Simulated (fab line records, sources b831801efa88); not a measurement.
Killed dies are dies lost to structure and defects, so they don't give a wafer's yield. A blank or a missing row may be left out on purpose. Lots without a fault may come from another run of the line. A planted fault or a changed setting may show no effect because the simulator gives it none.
A struck lot beside a sound one | flow sky130 | 14 steps out of a route of 708
Sound: wafers L861.3, L861.4, L861.6. Struck: wafer L877.6. (L877.3, L877.5 of the same lot were not struck and are left out.) The cause comes at the end.
At each step with rows: each side's tool, then ch and its chambers, then its first start. Under that, the readings that differ: sound wafers | struck wafers | difference of the means | sigmas: that difference in standard deviations of wafers without a fault.
alike: readings whose means differ by less than 2 such deviations, and words and numbers that are the same on both sides. not compared: withheld readings, readings that some wafer has no value for, bounds like >300 that may hide the same value, and numbers for which the record gives no deviation and whose values overlap.
The two part at a step that has a row with sigmas, a row that says differs or no value, or rows on one side only. Numbers that don't overlap but have no deviation are shown without sigmas and don't part them. A reading that every wafer of one side lacks parts them only if that side has two wafers or more.

SKY_VIA2_STRIP_16: strips in O2/N2.
  sound on plasma_asher-03 ch 0,1, day 36 16:13; struck on plasma_asher-02 ch 0, day 41 20:29
  alike: drypump_motor_current_A, oes_product_au, strip_time_to_endpoint_s
  not compared: rf_hours_counter_h
then, 5 steps without rows for these wafers: SKY_VIA2_STRIP_17 (strips in post etch residue remover, time 1200 s); SKY_VIA2_CLEAN_18 (cleans in IPA, time 180 s); SKY_VIA2_CLEAN_19 (cleans in O3/DIW); SKY_VIA2_SPUTTER_20 (material TiN, target thk 20 nm, time 80 s); SKY_VIA2_CVD_21 (deposits W, target thk 420 nm, time 126.4 s).
SKY_VIA2_RS_MEAS_22: measures by four-point-probe.
  sound on film_metro-03, day 36 17:00; struck on film_metro-04, day 41 21:17
  reading            | sound             | struck | difference | sigmas
  VIA2_W_RS (ohm/sq) | 0.277 0.272 0.276 | 0.259  | -0.016     | -3
SKY_VIA2_THK_MEAS_23: measures by xrf.
  sound on film_metro-03, day 36 17:06; struck on film_metro-04, day 41 21:23
  reading         | sound       | struck | difference | sigmas
  VIA2_W_THK (nm) | 425 425 421 | 446    | +22        | +2
then, 1 step without rows for these wafers: SKY_VIA2_CMP_24 (polishes, stops on SiO2, t overpolish 20 s, target thk 0 nm).
SKY_METAL3_SPUTTER_00: material Ti, target thk 15 nm, time 10 s.
  sound on pvd_sputter-04, day 36 17:42; struck on pvd_sputter-04, day 41 21:43
  alike: throttle_valve_pct
SKY_METAL3_SPUTTER_01: material TiN, target thk 20 nm, time 16.7 s.
  sound on pvd_sputter-04, day 36 17:43; struck on pvd_sputter-04, day 41 21:45
  alike: throttle_valve_pct
SKY_METAL3_SPUTTER_02: material AlCu, target thk 735 nm, time 39.1 s.
  sound on pvd_sputter-04, day 36 17:45; struck on pvd_sputter-04, day 41 21:46
  alike: throttle_valve_pct
SKY_METAL3_SPUTTER_03: material Ti, target thk 5 nm, time 3.3 s.
  sound on pvd_sputter-04, day 36 17:47; struck on pvd_sputter-04, day 41 21:49
  reading                                   | sound             | struck | difference | sigmas
  model.Ti_of_METAL3_SPUTTER_03.thk_nm (nm) | 5.007 5.142 4.991 | 4.096  | -0.951     |
  alike: throttle_valve_pct
SKY_METAL3_SPUTTER_04: material TiN, target thk 70 nm, time 58.3 s.
  sound on pvd_sputter-04, day 36 17:48; struck on pvd_sputter-04, day 41 21:50
  alike: throttle_valve_pct

WHERE THEY PART
First at SKY_VIA2_RS_MEAS_22; last, within this record, at SKY_VIA2_THK_MEAS_23. Later steps at which nothing parts them and some readings are alike: SKY_METAL3_SPUTTER_00, SKY_METAL3_SPUTTER_01, SKY_METAL3_SPUTTER_02, SKY_METAL3_SPUTTER_03, SKY_METAL3_SPUTTER_04.

WHY: what the simulator had put in
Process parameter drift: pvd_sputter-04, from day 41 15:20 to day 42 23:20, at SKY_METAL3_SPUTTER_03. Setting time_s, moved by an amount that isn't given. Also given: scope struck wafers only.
